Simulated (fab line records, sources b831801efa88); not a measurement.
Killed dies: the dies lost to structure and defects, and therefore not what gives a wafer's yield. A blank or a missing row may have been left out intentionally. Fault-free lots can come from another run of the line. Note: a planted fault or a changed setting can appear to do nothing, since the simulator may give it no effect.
Which of the tools did it? -- flow gf180mcu -- Sampling: 12 lots, 36 wafers, 2 of 602 route steps

WHAT EACH GAUGE READ, for each wafer
GF_M2_OVL_MEAS_15.
lot,measured,on,M2_OVL (nm)
L075,day 19 13:10,overlay-01,6 -3 -1
L077,day 20 09:06,overlay-02,4 6 9
L079,day 21 07:26,overlay-02,-9 -1 -7
L081,day 21 22:26,overlay-01,0 5 0
L083,day 23 05:17,overlay-02,15 4 7
L085,day 23 13:55,overlay-02,6 2 5
L087,day 24 10:33,overlay-01,2 10 12
L089,day 24 21:23,overlay-02,-3 3 1
L091,day 25 13:28,overlay-02,1 -1 -2
L093,day 26 05:12,overlay-01,6 5 11
L095,day 26 15:02,overlay-02,1 5 18
L097,day 27 10:30,overlay-01,11 4 12

TOOL THAT RAN EACH LOT (tool first, then ch and the chambers of the sampled wafers, then the start)
lot,GF_M2_SPUTTER_01
L075,"pvd sputter-04, day 18 12:37"
L077,"pvd sputter-04, day 19 08:27"
L079,"pvd sputter-04, day 20 07:31"
L081,"pvd sputter-03, day 20 22:41"
L083,"pvd sputter-01, day 22 05:43"
L085,"pvd sputter-03, day 22 15:02"
L087,"pvd sputter-04, day 23 11:29"
L089,"pvd sputter-03, day 23 23:08"
L091,"pvd sputter-04, day 24 15:56"
L093,"pvd sputter-01, day 25 08:20"
L095,"pvd sputter-03, day 25 17:37"
L097,"pvd sputter-04, day 26 14:02"
- GF_M2_SPUTTER_01: material TiN, target thk 30 nm, time 25 s.

THE ANSWER, worked out from the rows above alone
Rule: what is usual is taken from the lots themselves. Put in order of their means at a reading, lots are off if they are a third of the lots or fewer, leave a main group of 4 or more, and stand apart from it by a gap of 3 or more times the standard deviation of the main group's means; of several such gaps the widest counts. A main group whose means are all the same, to the digits that the tables above print for the reading, isn't used. Also off: a lot with no number at a reading for which 4 or more lots have one. The other lots that the step has rows for count as sound.
Nothing can be told from this: no lot is off at any reading shown.

WHAT HAD BEEN PUT IN BY THE SIMULATOR
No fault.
